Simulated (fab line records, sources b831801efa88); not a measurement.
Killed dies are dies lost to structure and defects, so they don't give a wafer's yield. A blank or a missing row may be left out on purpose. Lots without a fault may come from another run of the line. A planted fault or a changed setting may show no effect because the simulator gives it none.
Split-lot experiment | flow sky130 | 5 lots, 23 wafers read, on a route of 708 steps

THE SPLIT
At SKY_FIELD_ISO_OXIDATION_22 (stabilise 600 s, purge 300 s, target thk 10 nm), the setting ox_time_s was moved away from the recipe's 623 s on 20 of the 23 wafers read, by -12.8% to +13.1%. The other wafers ran this setting at the recipe's value.

The file shows no step between the split and the reading.

THE READING
FIELD_ISO_OXIDATION_01_THK, in nm, at SKY_FIELD_ISO_THK_MEAS_23. Fault-free wafers of this fab line usually give 10.03 nm, standard deviation 0.18 nm.

wafer  | tool, chamber at the split | ox_time_s as run, s | against the recipe | FIELD_ISO_OXIDATION_01_THK, nm | against lot-mates on the recipe
L074.1 | -, -                       | 685.8               | +10.1%             | 10.61                          | no lot-mate on the recipe
L074.2 | -, -                       | 685.8               | +10.1%             | 10.63                          | no lot-mate on the recipe
L074.3 | -, -                       | 685.8               | +10.1%             | 10.57                          | no lot-mate on the recipe
L074.4 | -, -                       | 685.8               | +10.1%             | 10.39                          | no lot-mate on the recipe
L074.5 | -, -                       | 685.8               | +10.1%             | 10.42                          | no lot-mate on the recipe
L075.1 | furnace-02, 0              | 623                 | recipe             | 10.08                          | -
L075.4 | furnace-02, 0              | 623                 | recipe             | 10.06                          | -
L075.5 | furnace-02, 0              | 623                 | recipe             | 10.04                          | -
L077.1 | -, -                       | 704.9               | +13.1%             | 11.01                          | no lot-mate on the recipe
L077.2 | -, -                       | 704.9               | +13.1%             | 11.11                          | no lot-mate on the recipe
L077.4 | -, -                       | 704.9               | +13.1%             | 11.17                          | no lot-mate on the recipe
L077.5 | -, -                       | 704.9               | +13.1%             | 10.95                          | no lot-mate on the recipe
L077.6 | -, -                       | 704.9               | +13.1%             | 11.06                          | no lot-mate on the recipe
L080.2 | -, -                       | 543                 | -12.8%             | 9.10                           | no lot-mate on the recipe
L080.3 | -, -                       | 543                 | -12.8%             | 9.10                           | no lot-mate on the recipe
L080.4 | -, -                       | 543                 | -12.8%             | 9.09                           | no lot-mate on the recipe
L080.5 | -, -                       | 543                 | -12.8%             | 9.32                           | no lot-mate on the recipe
L080.6 | -, -                       | 543                 | -12.8%             | 9.40                           | no lot-mate on the recipe
L084.1 | -, -                       | 698.3               | +12.1%             | 10.89                          | no lot-mate on the recipe
L084.2 | -, -                       | 698.3               | +12.1%             | 10.98                          | no lot-mate on the recipe
L084.3 | -, -                       | 698.3               | +12.1%             | 11.03                          | no lot-mate on the recipe
L084.5 | -, -                       | 698.3               | +12.1%             | 11.19                          | no lot-mate on the recipe
L084.6 | -, -                       | 698.3               | +12.1%             | 11.05                          | no lot-mate on the recipe

THE FIT
A straight line over all 23 wafers: FIELD_ISO_OXIDATION_01_THK changes by +0.0691 nm for each +1% of ox_time_s; r = +0.97; the points scatter about the line by 0.17 nm.
Too few moved wafers have a lot-mate on the recipe to fit a line with each lot's own level taken away.

THE WHOLE CHAIN: every reading that the file lists as answering this split, in the file's order
step                       | what it does                                   | reading                                                                                | change (the file's fit)                | r (the file's)
SKY_FIELD_ISO_OXIDATION_22 | stabilise 600 s, purge 300 s, target thk 10 nm | SiO2_of_FIELD_ISO_OXIDATION_22.thk_nm (the simulator's own value, which no gauge read) | +0.0693 nm for each +1% of the setting | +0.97
SKY_FIELD_ISO_THK_MEAS_23  |                                                | FIELD_ISO_OXIDATION_01_THK                                                             | +0.0691 for each +1% of the setting    | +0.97

THE FILE'S OWN FIT
FIELD_ISO_OXIDATION_01_THK changes by +0.0691 nm for each +1% of ox_time_s, r = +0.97.
